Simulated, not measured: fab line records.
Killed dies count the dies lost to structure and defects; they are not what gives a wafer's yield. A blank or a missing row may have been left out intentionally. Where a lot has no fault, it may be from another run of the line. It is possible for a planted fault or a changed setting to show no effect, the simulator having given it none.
Chamber matching | flow sky130 | SKY_LI_CONTACT_ETCH_14 on rie-diel-04: 4 sister chambers
The step etches BARC in N2/H2, stops on SiO2, time 45.9 s, target depth 60 nm. 8 wafers are shown with their chamber, then 10 later ones without.

WAFERS PAIRED WITH THEIR CHAMBERS
wafer  | chamber | drypump-motor-current-A (A) | throttle-valve-pct (%)
L081.4 | 3       | 5.8                         | 13.237
L082.2 | 1       | 6.4                         | 13.225
L082.4 | 0       | 6.4                         | 13.219
L084.1 | 2       | 5.2                         | 13.224
L084.3 | 3       | 5.8                         | 13.228
L084.6 | 0       | 6.5                         | 13.209
L085.1 | 2       | 5.2                         | 13.219
L085.2 | 1       | 6.4                         | 13.225

WAFERS WITH NO CHAMBER GIVEN
wafer  | drypump-motor-current-A (A) | throttle-valve-pct (%)
L085.4 | 5.8                         | 13.233
L090.1 | 6.4                         | 13.223
L090.5 | 5.2                         | 13.254
L090.6 | 6.3                         | 13.221
L093.2 | 6.4                         | 13.229
L093.4 | 6.4                         | 13.240
L093.6 | 5.2                         | 13.229
L097.2 | 6.4                         | 13.234
L097.3 | 5.2                         | 13.226
L097.5 | 5.8                         | 13.226

WHICH CHAMBER EACH WENT THROUGH
wafer  | from the rows above     | in truth
L085.4 | 3                       | 3
L090.1 | can't be placed: 1 or 0 | 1
L090.5 | 2                       | 2
L090.6 | can't be placed: 1 or 0 | 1
L093.2 | 1                       | 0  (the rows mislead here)
L093.4 | 1                       | 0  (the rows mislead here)
L093.6 | 2                       | 2
L097.2 | 1                       | 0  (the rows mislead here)
L097.3 | 2                       | 2
L097.5 | 3                       | 3
Correct placement for 5 of the 10. From these rows, 2 cannot be placed; in 2 the true chamber is one of the candidates. 3 placed wrongly.
How it was worked out, from the rows above alone: a wafer's distance from a chamber is the root of the sum, over the readings, of the square of ((its reading less the chamber's mean) divided by the reading's scatter). If the next closest chamber is less than 2 further off than the closest, the wafer can't be placed; otherwise it belongs to the closest. For every chamber, the mean is computed from those of its wafers that are shown. The scatter: take each reading less its chamber's mean, square it, sum over the shown wafers, divide by the number of wafers less the number of chambers, and take the root.
